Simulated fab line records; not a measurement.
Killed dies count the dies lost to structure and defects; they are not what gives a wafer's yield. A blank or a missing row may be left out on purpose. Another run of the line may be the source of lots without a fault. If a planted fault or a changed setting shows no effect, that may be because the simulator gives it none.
fab line records -- flow sfq-line
record lots=14, wafers=42, last-day=92
route steps=325 shown I7@297
lots with no fault: from the same line, run without faults
start-h: hours from the record's opening day to when the first of the lot's shown wafers began -- wait-h: hours since the lot's step before -- " same as the row above -- L1.1+2: a row that stands for several wafers -- - value missing, or start not given -- * or withheld: withheld -- < > ~ a bound
route shown NAME@n: NAME is a module with steps in the file, n the number in the route of the first one -- usual: mean/standard deviation taken from wafers without a fault -- same: alike in all rows -- chamber/n: place in a boat -- sites: the reading at each site -- _std_site: standard deviation across them -- _edge_site: outer sites' mean less inner sites' -- radius-mm: how far each site lies from the wafer's centre -- mask NAME#n: copy n -- behind: the last tool/chamber to shape the wafer -- hold: reason for holding the lot/hours on hold/outcome of the hold -- device: names the non-switching transistor (n, p or np) -- end of line: tests of these same wafers at the route's end -- for a step that has no rows: nothing shown but its recipe -- killed: not the wafer's yield, but the dies lost to structure and defects at the first sort -- map: a wafer's dies, x killed, . not, _ none there
set.NAME: setting as actually run; set.NAME@STEP: the setting as run at that earlier step -- model.NAME: the simulator's own value behind a step, which no gauge read
the route's steps for a sample of lots (tables are steps, rows are wafers)
services: the hour from which a tool's chamber was out of use, counted from the record's first day as start-h (under 0 if before that day), plus the number of hours and why
## steps
# step SFQ_TRILAYER_I7_CMP_CMP_184
# recipe material=SiO2, down-force-psi=3, platen-rpm=60, pad-velocity-m-s=0.94248
# usual motor-current-A=10.6/0.83, platen-rpm=60.00/0.041, time-to-endpoint-s=211/6.9
lot.wafer,tool,chamber,start-h,wait-h,motor-current-A,platen-rpm,time-to-endpoint-s
L615.3,cmp-01,1,1868.75,0.5,9.1,60.02,203
L615.6,cmp-01,0,1870.25,2.0,11.6,60.00,210
L615.5,cmp-01,1,1870.25,2.0,9.1,59.98,206
L616.4,cmp-01,1,1871.25,1.3,8.8,59.93,212
L616.3,cmp-01,3,1872.25,2.3,10.5,59.94,203
L616.5,cmp-01,2,1873.75,3.8,10.2,59.93,215
L617.1,cmp-02,3,1975.26,0.0,11.4,60.01,212
L617.3,cmp-02,1,1976.26,1.0,10.9,60.02,216
L617.2,cmp-02,2,1976.26,1.0,10.1,59.98,203
L619.1,cmp-02,2,1980.85,0.5,10.3,60.03,205
L619.4,cmp-02,3,1980.85,0.5,10.9,60.03,223
L619.6,cmp-02,1,1982.35,2.0,11.4,59.93,216
L623.4,cmp-02,2,1991.15,0.0,10.5,59.95,207
L623.2,cmp-02,0,1992.15,1.0,10.8,59.94,203
L623.6,cmp-02,3,1993.65,2.5,11.0,59.99,214
L624.2,cmp-01,0,1993.35,1.0,11.0,60.10,208
L624.1,cmp-01,1,1993.35,1.0,8.7,59.97,204
L624.5,cmp-01,3,1994.85,2.5,10.3,59.96,211
L626.1,cmp-01,2,2002.95,0.0,11.0,60.05,219
L626.4,cmp-01,3,2002.95,0.0,10.6,59.99,222
L626.6,cmp-01,2,2004.95,2.0,10.1,59.99,223
L629.2,cmp-01,1,2014.95,0.0,9.1,60.05,206
L629.5,cmp-01,1,2016.95,2.0,9.1,60.02,212
L629.6,cmp-01,2,2016.95,2.0,11.2,60.03,216
L630.4,cmp-02,0,2016.69,0.5,11.1,60.01,202
L630.3,cmp-02,2,2017.69,1.5,10.5,60.05,202
L630.5,cmp-02,3,2017.69,1.5,11.1,60.02,215
L631.4,cmp-01,1,2077.94,3.1,8.9,59.99,208
L631.3,cmp-01,2,2077.94,3.1,10.4,59.94,206
L631.5,cmp-01,0,2079.44,4.6,11.2,59.94,203
L632.1,cmp-01,1,2080.44,4.4,8.9,59.98,205
L632.3,cmp-01,0,2081.94,5.9,11.1,60.00,197
L632.6,cmp-01,2,2082.94,6.9,11.0,60.01,219
L636.3,cmp-01,0,2182.81,3.4,11.0,59.93,210
L636.5,cmp-01,2,2183.81,4.4,11.1,59.95,217
L636.6,cmp-01,3,2183.81,4.4,10.3,60.04,220
L637.2,cmp-01,0,2185.31,3.5,11.5,60.07,216
L637.1,cmp-01,1,2185.31,3.5,9.3,60.05,214
L637.6,cmp-01,3,2186.81,5.0,10.6,60.00,228
L638.3,cmp-02,3,2189.64,5.5,11.1,60.01,222
L638.1,cmp-02,1,2190.64,6.5,11.3,60.05,216
L638.5,cmp-02,3,2191.64,7.4,11.3,60.03,223
# step SFQ_TRILAYER_I7_METRO_MEASURE_185
# usual thk-nm=199.5/0.96
lot.wafer,tool,chamber,start-h,wait-h,thk-nm
L615.3,film-metro-02,-,1871.77,0.5,200.0
L615.5,film-metro-02,-,1871.77,0.5,200.1
L615.6,film-metro-02,-,1871.77,0.5,201.4
L616.3,film-metro-02,-,1874.77,0.5,201.1
L616.4,film-metro-02,-,1874.77,0.5,200.1
L616.5,film-metro-02,-,1874.77,0.5,200.2
L617.1,film-metro-03,-,1978.38,0.1,198.5
L617.2,film-metro-03,-,1978.38,0.1,199.7
L617.3,film-metro-03,-,1978.38,0.1,199.6
L619.1,film-metro-02,-,1983.47,0.1,198.4
L619.4,film-metro-02,-,1983.47,0.1,197.9
L619.6,film-metro-02,-,1983.47,0.1,199.9
L623.2,film-metro-01,-,1994.47,0.3,199.3
L623.4,film-metro-01,-,1994.47,0.3,197.8
L623.6,film-metro-01,-,1994.47,0.3,198.8
L624.1,film-metro-02,-,1995.47,0.1,199.2
L624.2,film-metro-02,-,1995.47,0.1,200.0
L624.5,film-metro-02,-,1995.47,0.1,201.5
L626.1,film-metro-01,-,2006.07,0.1,198.8
L626.4,film-metro-01,-,2006.07,0.1,198.8
L626.6,film-metro-01,-,2006.07,0.1,198.5
L629.2,film-metro-02,-,2018.27,0.3,198.4
L629.5,film-metro-02,-,2018.27,0.3,199.0
L629.6,film-metro-02,-,2018.27,0.3,200.1
L630.3,film-metro-03,-,2019.71,0.5,199.0
L630.4,film-metro-03,-,2019.71,0.5,200.4
L630.5,film-metro-03,-,2019.71,0.5,198.8
L631.3,film-metro-02,-,2080.96,0.5,201.0
L631.4,film-metro-02,-,2080.96,0.5,200.3
L631.5,film-metro-02,-,2080.96,0.5,220.4
L632.1,film-metro-01,-,2083.56,0.1,198.2
L632.3,film-metro-01,-,2083.56,0.1,219.6
L632.6,film-metro-01,-,2083.56,0.1,199.7
L636.3,film-metro-03,-,2185.33,0.5,198.0
L636.5,film-metro-03,-,2185.33,0.5,198.3
L636.6,film-metro-03,-,2185.33,0.5,199.1
L637.1,film-metro-01,-,2187.93,0.1,199.2
L637.2,film-metro-01,-,2187.93,0.1,200.2
L637.6,film-metro-01,-,2187.93,0.1,199.5
L638.1,film-metro-03,-,2192.26,0.1,200.3
L638.3,film-metro-03,-,2192.26,0.1,199.9
L638.5,film-metro-03,-,2192.26,0.1,200.5
# step SFQ_TRILAYER_I7_VIA_ETCH_VIA_ETCH_190
# recipe target=SiO2, stop-on=Nb, mask-material=PR, taper-deg=20, chemistry=CHF3, target-depth-nm=260, source-w=500, bias-w=80, pressure-mtorr=30, time-s=withheld
# usual drypump-motor-current-A=6.0/0.39, oes-product-au=0.853/0.0055
lot.wafer,tool,chamber,start-h,wait-h,drypump-motor-current-A,oes-product-au
L615.3,rie-diel-01,1,1874.89,0.0,6.7,0.857
L615.5,rie-diel-01,1,1874.89,0.0,6.7,0.850
L615.6,rie-diel-01,0,1874.89,0.0,5.6,0.858
L616.3,rie-diel-01,2,1878.49,0.0,5.9,0.854
L616.4,rie-diel-01,0,1878.49,0.0,5.6,0.857
L616.5,rie-diel-01,0,1878.49,0.0,5.6,0.863
L617.1,rie-diel-01,3,1982.95,0.0,6.4,0.853
L617.2,rie-diel-01,2,1982.95,0.0,5.9,0.859
L617.3,rie-diel-01,0,1982.95,0.0,5.6,0.853
L619.1,rie-diel-03,3,1988.95,0.0,5.5,0.852
L619.4,rie-diel-03,1,1988.95,0.0,5.9,0.841
L619.6,rie-diel-03,3,1988.95,0.0,5.5,0.855
L623.2,rie-diel-03,2,2005.55,0.0,6.0,0.855
L623.4,rie-diel-03,1,2005.55,0.0,5.9,0.850
L623.6,rie-diel-03,2,2005.55,0.0,6.0,0.845
L624.1,rie-diel-04,3,2007.95,0.0,6.1,0.861
L624.2,rie-diel-04,2,2007.95,0.0,5.1,0.851
L624.5,rie-diel-04,0,2007.95,0.0,5.8,0.857
L626.1,rie-diel-03,0,2018.75,0.0,6.2,0.849
L626.4,rie-diel-03,2,2018.75,0.0,6.0,0.846
L626.6,rie-diel-03,1,2018.75,0.0,5.9,0.845
L629.2,rie-diel-01,2,2030.75,0.0,5.9,0.855
L629.5,rie-diel-01,3,2030.75,0.0,6.3,0.859
L629.6,rie-diel-01,2,2030.75,0.0,5.9,0.856
L630.3,rie-diel-03,3,2031.95,0.0,5.5,0.848
L630.4,rie-diel-03,1,2031.95,0.0,5.9,0.859
L630.5,rie-diel-03,2,2031.95,0.0,5.9,0.851
L631.3,rie-diel-04,2,2084.09,0.0,5.1,0.857
L631.4,rie-diel-04,3,2084.09,0.0,6.1,0.853
L631.5,rie-diel-04,3,2084.09,0.0,6.1,0.907
L632.1,rie-diel-03,2,2087.09,0.0,6.0,0.850
L632.3,rie-diel-03,0,2087.09,0.0,6.2,0.902
L632.6,rie-diel-03,0,2087.09,0.0,6.2,0.860
L636.3,rie-diel-03,3,2190.28,0.0,5.5,0.841
L636.5,rie-diel-03,0,2190.28,0.0,6.2,0.850
L636.6,rie-diel-03,1,2190.28,0.0,5.9,0.852
L637.1,rie-diel-04,2,2191.48,0.0,5.1,0.853
L637.2,rie-diel-04,0,2191.48,0.0,5.8,0.854
L637.6,rie-diel-04,2,2191.48,0.0,5.1,0.856
L638.1,rie-diel-03,1,2198.68,0.0,5.9,0.860
L638.3,rie-diel-03,2,2198.68,0.0,6.0,0.862
L638.5,rie-diel-03,0,2198.68,0.0,6.1,0.854
## services
tool,chamber,start-h,hours,kind
rie-diel-03,2,1852.34,8.2,repair
cmp-02,-,1859.24,4.5,repair
rie-diel-03,-,1884.42,0.5,repair
rie-diel-03,-,1903.67,0.5,repair
film-metro-02,-,1919.92,0.3,pm
cmp-01,-,1920.38,6.7,repair
cmp-01,-,1936.59,3.7,pm
cmp-02,-,1940.18,1.5,repair
cmp-01,-,1948.17,4.0,pm
film-metro-02,-,1991.62,1.1,pm
film-metro-02,-,2044.50,1.3,pm
cmp-02,-,2061.81,11.5,pm
cmp-02,-,2073.29,4.9,pm
cmp-02,-,2111.98,4.0,pm
rie-diel-03,-,2123.32,2.8,pm
cmp-02,-,2129.68,0.6,repair
cmp-01,-,2144.10,2.4,repair
cmp-02,-,2144.10,2.5,repair
rie-diel-03,-,2149.45,0.3,repair
rie-diel-03,1,2152.87,1.6,repair
cmp-02,-,2162.19,0.6,repair
film-metro-02,-,2164.92,1.4,pm
rie-diel-03,1,2173.43,9.5,repair
cmp-01,-,2176.77,1.0,repair
## key
first-sign step=SFQ_TRILAYER_I7_METRO_MEASURE_185, reading=thk-nm, direction=up, sigmas=21, usual=199.5, struck=220.0
effect step=SFQ_TRILAYER_I7_VIA_ETCH_VIA_ETCH_190, reading=oes-product-au, direction=up, sigmas=9.3, usual=0.853, struck=0.905
met-at SFQ_TRILAYER_I7_CMP_CMP_184
struck-lots L631,L632
struck-wafers L631.5,L632.3
fault kind=process-parameter-drift, tool=cmp-01, chamber=0, onset-h=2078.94, steps=SFQ_TRILAYER_I7_CMP_CMP_184, channel=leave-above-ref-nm, offset=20, shape=step, end-h=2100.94, acts-in=these-recipes-only, stated=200
